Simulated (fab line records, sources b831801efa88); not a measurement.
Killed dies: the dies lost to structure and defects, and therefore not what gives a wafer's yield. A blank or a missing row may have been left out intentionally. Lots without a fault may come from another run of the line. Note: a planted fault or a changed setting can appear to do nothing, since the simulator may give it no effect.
Struck lot and sound lot, side by side | flow sky130 | 44 out of 708 route steps
Sound: these wafers, L911.1, L911.3, L911.5. Wafers struck: L903.2, L903.5, L903.6. Last of all comes the cause.
At each step with rows: each side's tool, then ch and its chambers, then its first start. Under that, the readings that differ: sound wafers | struck wafers | difference of the means | sigmas: that difference in standard deviations of wafers without a fault.
alike: same words and numbers on both sides, and readings whose means sit less than 2 such deviations apart. not compared: any withheld reading, any reading some wafer has no value for, any bound like >300 that may hide the same value, and any number with overlapping values for which the record gives no deviation.
The two part at a step that has a row with sigmas, a row that says differs or no value, or rows on one side only. Non-overlapping numbers with no deviation appear without sigmas and do not part them. A reading missing from all wafers of one side parts the sides only when that side holds two or more wafers.

first, 2 steps without rows for these wafers: SKY_VIA2_CLEAN_18 (cleans in IPA, time 180 s); SKY_VIA2_CLEAN_19 (cleans in O3/DIW).
SKY_VIA2_SPUTTER_20: material TiN, target thk 20 nm, time 80 s.
  sound: pvd_sputter-04 at day 40 15:36; struck: pvd_sputter-04 at day 38 12:14
  alike: throttle_valve_pct
then, 1 step without rows for these wafers: SKY_VIA2_CVD_21 (deposits W, target thk 420 nm, time 126.4 s).
SKY_VIA2_RS_MEAS_22: the measuring method here is four-point-probe.
  sound: film_metro-03 at day 40 15:50; struck: film_metro-03 at day 38 12:28
  alike: VIA2_W_RS
SKY_VIA2_THK_MEAS_23: measures by xrf.
  sound: film_metro-03 at day 40 15:57; struck: film_metro-03 at day 38 12:34
  alike: VIA2_W_THK
then, 4 steps without rows for these wafers: SKY_VIA2_CMP_24 (polishes, stops on SiO2, t overpolish 20 s, target thk 0 nm); SKY_METAL3_SPUTTER_00 (material Ti, target thk 15 nm, time 10 s); SKY_METAL3_SPUTTER_01 (material TiN, target thk 20 nm, time 16.7 s); SKY_METAL3_SPUTTER_02 (material AlCu, target thk 735 nm, time 39.1 s).
SKY_METAL3_SPUTTER_03: material Ti, target thk 5 nm, time 3.3 s.
  sound: pvd_sputter-01 at day 40 16:24; struck: pvd_sputter-01 at day 38 13:00
  alike: throttle_valve_pct
then, 1 step without rows for these wafers: SKY_METAL3_SPUTTER_04 (material TiN, target thk 70 nm, time 58.3 s).
SKY_CAPM_CVD_00: deposits SiO2, target thk 15.5 nm.
  sound on pecvd-03 ch 1,2, day 40 16:28; struck on pecvd-04 ch 1,2, day 38 13:04
  alike: heater_power_outer_w, heater_power_w, rf_fwd_power_W
  not compared: model.SiO2_of_CAPM_CVD_00.thk_nm
SKY_CAPM_THK_MEAS_01:
  sound: film_metro-04 at day 40 16:29; struck: film_metro-04 at day 38 13:06
  alike: CAPM_CVD_00_THK
SKY_CAPM_SPUTTER_02: material TiN, target thk 200 nm, time 166.7 s.
  sound: pvd_sputter-02 at day 40 16:33; struck: pvd_sputter-02 at day 38 13:09
  alike: throttle_valve_pct
SKY_CAPM_RS_MEAS_03: the measuring method here is four-point-probe.
  sound: film_metro-04 at day 40 16:40; struck: film_metro-02 at day 38 13:17
  alike: CAPM_TIN_RS
SKY_CAPM_THK_MEAS_04: measures by xrf.
  sound: film_metro-04 at day 40 16:47; struck: film_metro-02 at day 38 13:23
  alike: CAPM_TIN_THK
then, 7 steps without rows for these wafers: SKY_CAPM_DEHYDRATE_05 (time 60 s); SKY_CAPM_HMDS_06 (prime time 60 s); SKY_CAPM_COAT_07 (resist thk 1140 nm); SKY_CAPM_SOFTBAKE_08 (time 60 s); SKY_CAPM_EXPOSE_09 (exposes mask CAPM, target cd 1000 nm); SKY_CAPM_PEB_10; SKY_CAPM_DEVELOP_11 (develop time 60 s).
SKY_CAPM_OVL_MEAS_12:
  sound: overlay-01 at day 41 16:28; struck: overlay-01 at day 39 12:56
  alike: CAPM_OVL
SKY_CAPM_METAL_ETCH_13: etches TiN in Cl2/BCl3, stops on SiO2, target depth 220 nm, time 62.9 s.
  sound on rie_metal-01 ch 0,1, day 41 16:30; struck on rie_metal-02 ch 0,1, day 39 12:58
  alike: chamber_pressure_mTorr, drypump_motor_current_A, oes_product_au, rf_fwd_power_W, throttle_valve_pct
  not compared: rf_hours_counter_h
SKY_CAPM_STRIP_14: strips in O2/N2.
  sound on plasma_asher-03 ch 0,1, day 41 16:35; struck on plasma_asher-03 ch 0,1, day 39 13:03
  alike: chamber_pressure_mTorr, drypump_motor_current_A, oes_product_au, strip_time_to_endpoint_s
  not compared: rf_hours_counter_h
then, 11 steps without rows for these wafers: SKY_CAPM_STRIP_15 (strips in post etch residue remover, time 1200 s); SKY_CAPM_CLEAN_16 (cleans in IPA, time 180 s); SKY_CAPM_CLEAN_17 (cleans in O3/DIW); SKY_METAL3_DEHYDRATE_05 (time 60 s); SKY_METAL3_HMDS_06 (prime time 60 s); SKY_METAL3_COAT_07 (resist thk 60 nm); SKY_METAL3_COAT_08 (resist thk 1140 nm); SKY_METAL3_SOFTBAKE_09 (time 90 s); SKY_METAL3_EXPOSE_10 (exposes mask MM3, target cd 300 nm); SKY_METAL3_PEB_11; SKY_METAL3_DEVELOP_12 (develop time 60 s).
SKY_METAL3_CD_MEAS_13 targets a cd of 300 nm.
  sound: cd_sem-02 at day 42 15:56; struck: cd_sem-02 at day 40 14:33
  alike: cd_nm
SKY_METAL3_OVL_MEAS_14:
  sound: overlay-01 at day 42 16:04; struck: overlay-02 at day 40 14:40
  alike: METAL3_OVL
then, 2 steps without rows for these wafers: SKY_METAL3_DESCUM_15 (chemistry O2, time 8 s); SKY_METAL3_ETCH_16 (etches BARC in N2/H2, stops on SiO2, time 88.2 s, target depth 60 nm).
SKY_METAL3_ETCH_17: etches SiO2 in C4F8/O2/Ar, stops on TiN, time 3.9 s, target depth 15 nm.
  sound on rie_diel-01 ch 0,1,2, day 42 16:14; struck on rie_diel-01 ch 1,2,3, day 40 14:49
  alike: chamber_pressure_mTorr, oes_product_au, rf_fwd_power_W
  not compared: rf_hours_counter_h, model.etch.depth_nm
-- the record jumps here: 7 days lie between the struck wafers' starts before and after (it left off in module METAL3 and takes up again in module PAD_OPEN, whose first step shown is number 708 of the route) --
SKY_PAD_OPEN_PROBE_99:
  sound: prober-01 at day 49 02:06; struck: prober-01 at day 47 10:27
  reading                      | sound             | struck            | difference | sigmas
  model.etest.cap_mim.bv_v (V) | 13.98 13.84 14.1  | 14.37 14.4 14.12  | +0.32      |
  model.etest.cap_mim.c_ff_um2 | 2.341 2.333 2.305 | 2.289 2.304 2.272 | -0.038     |
  alike: defect_limited_yield, killed_at_M0_to_M3, killed_at_M4_up, killed_at_contacts, killed_at_front_end, killed_at_other, killed_dies, killed_on_rim, killed_open, killed_short, sort_bin_3_pad_short, sort_bin_5_function, sort_bin_6_memory, sort_n_pass, sort_yield_pct

== WHERE THEY PART ==
Nowhere in this record.

WHY: what had been put in by the simulator
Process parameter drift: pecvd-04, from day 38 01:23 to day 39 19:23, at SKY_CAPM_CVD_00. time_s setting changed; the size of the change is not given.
